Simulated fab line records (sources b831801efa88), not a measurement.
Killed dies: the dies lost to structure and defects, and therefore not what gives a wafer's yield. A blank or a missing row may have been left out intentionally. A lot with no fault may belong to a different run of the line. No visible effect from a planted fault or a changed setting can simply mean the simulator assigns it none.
Tool commonality check :: flow gf180mcu :: Sampled: 13 lots, 39 wafers

WHY IT WAS OPENED
At GF_VT_IMPLANT_TW_MEAS_32 the reading VT_IMPLANT_3_TW is flagged on 1 of 13 lots. Wafers without a fault read 268.5, standard deviation 1.5.
Rule: a lot is flagged in two cases, either no wafer of it has a number, or all its wafers with numbers fall more than 4 standard deviations from that mean. All remaining lots are regarded as sound.

lot: L314
measured: day 6 21:08
on: film-metro-01
VT_IMPLANT_3_TW, wafer by wafer: 267.6 265.6 266.9
flag: 

lot: L315
measured: day 7 02:48
on: film-metro-03
VT_IMPLANT_3_TW, wafer by wafer: 269.5 268.2 268.9
flag: 

lot: L317
measured: day 7 17:24
on: film-metro-01
VT_IMPLANT_3_TW, wafer by wafer: 267.0 266.6 267.8
flag: 

lot: L318
measured: day 7 23:05
on: film-metro-01
VT_IMPLANT_3_TW, wafer by wafer: 267.8 267.1 268.8
flag: 

lot: L320
measured: day 8 12:13
on: film-metro-02
VT_IMPLANT_3_TW, wafer by wafer: 271.8 269.4 271.5
flag: 

lot: L322
measured: day 8 22:11
on: film-metro-02
VT_IMPLANT_3_TW, wafer by wafer: 270.8 272.4 269.5
flag: 

lot: L323
measured: day 9 08:32
on: film-metro-03
VT_IMPLANT_3_TW, wafer by wafer: 269.0 270.2 269.8
flag: 

lot: L324
measured: day 9 13:11
on: film-metro-03
VT_IMPLANT_3_TW, wafer by wafer: 269.7 268.3 269.9
flag: 

lot: L325
measured: day 9 21:06
on: film-metro-01
VT_IMPLANT_3_TW, wafer by wafer: 267.7 267.7 270.2
flag: 

lot: L326
measured: day 9 21:23
on: film-metro-03
VT_IMPLANT_3_TW, wafer by wafer: 268.6 267.9 268.1
flag: 

lot: L327
measured: day 10 14:39
on: film-metro-01
VT_IMPLANT_3_TW, wafer by wafer: 267.8 267.7 268.2
flag: 

lot: L329
measured: day 10 21:20
on: film-metro-01
VT_IMPLANT_3_TW, wafer by wafer: 268.4 268.5 267.6
flag: 

lot: L333
measured: day 12 00:42
on: film-metro-01
VT_IMPLANT_3_TW, wafer by wafer: 29.7 29.9 30.0
flag: FLAGGED
Flagged lots average 29.9: -238.6 relative to the usual, that is -99 or more standard deviations.

LOT BY LOT: THE TOOL USED
The record holds 2 process steps before the reading, out of a route of 602 steps. In each cell: the tool, then ch and the chambers that the sampled wafers went through, then the start.
lot: L314
flag: 
GF_NWELL_STRIP_10: plasma-asher-02 ch 0,1, day 3 07:44
GF_VT_IMPLANT_EXPOSE_26: iline-stepper-01 ch 0, day 6 13:21

lot: L315
flag: 
GF_NWELL_STRIP_10: plasma-asher-04 ch 0,1, day 3 13:08
GF_VT_IMPLANT_EXPOSE_26: iline-stepper-02 ch 0, day 6 19:12

lot: L317
flag: 
GF_NWELL_STRIP_10: plasma-asher-04 ch 0,1, day 4 01:20
GF_VT_IMPLANT_EXPOSE_26: iline-stepper-02 ch 0, day 7 09:12

lot: L318
flag: 
GF_NWELL_STRIP_10: plasma-asher-04 ch 0,1, day 4 05:59
GF_VT_IMPLANT_EXPOSE_26: iline-stepper-02 ch 0, day 7 15:15

lot: L320
flag: 
GF_NWELL_STRIP_10: plasma-asher-01 ch 0,1, day 4 16:28
GF_VT_IMPLANT_EXPOSE_26: iline-stepper-02 ch 0, day 8 04:01

lot: L322
flag: 
GF_NWELL_STRIP_10: plasma-asher-01 ch 0,1, day 5 01:50
GF_VT_IMPLANT_EXPOSE_26: iline-stepper-01 ch 0, day 8 14:08

lot: L323
flag: 
GF_NWELL_STRIP_10: plasma-asher-04 ch 0,1, day 5 09:56
GF_VT_IMPLANT_EXPOSE_26: iline-stepper-02 ch 0, day 9 00:29

lot: L324
flag: 
GF_NWELL_STRIP_10: plasma-asher-04 ch 0,1, day 5 15:35
GF_VT_IMPLANT_EXPOSE_26: iline-stepper-02 ch 0, day 9 05:09

lot: L325
flag: 
GF_NWELL_STRIP_10: plasma-asher-04 ch 0,1, day 5 19:08
GF_VT_IMPLANT_EXPOSE_26: iline-stepper-02 ch 0, day 9 12:19

lot: L326
flag: 
GF_NWELL_STRIP_10: plasma-asher-02 ch 0,1, day 5 21:47
GF_VT_IMPLANT_EXPOSE_26: iline-stepper-01 ch 0, day 9 12:44

lot: L327
flag: 
GF_NWELL_STRIP_10: plasma-asher-04 ch 0,1, day 6 10:20
GF_VT_IMPLANT_EXPOSE_26: iline-stepper-02 ch 0, day 10 05:30

lot: L329
flag: 
GF_NWELL_STRIP_10: plasma-asher-04 ch 0,1, day 6 16:41
GF_VT_IMPLANT_EXPOSE_26: iline-stepper-02 ch 0, day 10 12:11

lot: L333
flag: FLAGGED
GF_NWELL_STRIP_10: plasma-asher-01 ch 0,1, day 7 15:11
GF_VT_IMPLANT_EXPOSE_26: iline-stepper-02 ch 0, day 11 15:51
What is done by these steps:
- GF_NWELL_STRIP_10: strips in O2/N2.
- GF_VT_IMPLANT_EXPOSE_26: exposes mask LVPWELL HV AREA, target cd 860 nm.
- GF_VT_IMPLANT_TW_MEAS_32

FLAGGED OVER TOTAL, TOOL BY TOOL (the gauges that took the reading come last)
step: GF_NWELL_STRIP_10
tool: plasma-asher-01
lots run: 3
flagged: 1
share of the flagged lots: all
sound lots run after its first flagged lot: 0

step: GF_NWELL_STRIP_10
tool: plasma-asher-02
lots run: 2
flagged: 0
share of the flagged lots: none
sound lots run after its first flagged lot: -

step: GF_NWELL_STRIP_10
tool: plasma-asher-04
lots run: 8
flagged: 0
share of the flagged lots: none
sound lots run after its first flagged lot: -

step: GF_VT_IMPLANT_EXPOSE_26
tool: iline-stepper-01
lots run: 3
flagged: 0
share of the flagged lots: none
sound lots run after its first flagged lot: -

step: GF_VT_IMPLANT_EXPOSE_26
tool: iline-stepper-02
lots run: 10
flagged: 1
share of the flagged lots: all
sound lots run after its first flagged lot: 0

step: GF_VT_IMPLANT_TW_MEAS_32
tool: film-metro-01
lots run: 7
flagged: 1
share of the flagged lots: all
sound lots run after its first flagged lot: 0

step: GF_VT_IMPLANT_TW_MEAS_32
tool: film-metro-02
lots run: 2
flagged: 0
share of the flagged lots: none
sound lots run after its first flagged lot: -

step: GF_VT_IMPLANT_TW_MEAS_32
tool: film-metro-03
lots run: 4
flagged: 0
share of the flagged lots: none
sound lots run after its first flagged lot: -

WHAT THE TABLE PERMITS
Rows of the table that ran every flagged lot, 3 in all: plasma-asher-01 at GF_NWELL_STRIP_10, iline-stepper-02 at GF_VT_IMPLANT_EXPOSE_26, film-metro-01 at GF_VT_IMPLANT_TW_MEAS_32.
- plasma-asher-01 at GF_NWELL_STRIP_10 ran 3 lots, 1 of them flagged. Its last sound lot is L322 (day 5 01:50), its first flagged lot L333 (day 7 15:11): a fault that began between those two fits.
- iline-stepper-02 at GF_VT_IMPLANT_EXPOSE_26 ran 10 lots, 1 of them flagged. Its last sound lot is L329 (day 10 12:11), its first flagged lot L333 (day 11 15:51): a fault that began between those two fits.
- film-metro-01 at GF_VT_IMPLANT_TW_MEAS_32 ran 7 lots, 1 of them flagged. Its last sound lot is L329 (day 10 21:20), its first flagged lot L333 (day 12 00:42): a fault that began between those two fits.
Counting lots can't tell these 3 tools apart, because each fits a fault that began at some hour. More lots, or a look at what each step does to the wafer, might.

WHAT THE SIMULATOR HAD PUT IN
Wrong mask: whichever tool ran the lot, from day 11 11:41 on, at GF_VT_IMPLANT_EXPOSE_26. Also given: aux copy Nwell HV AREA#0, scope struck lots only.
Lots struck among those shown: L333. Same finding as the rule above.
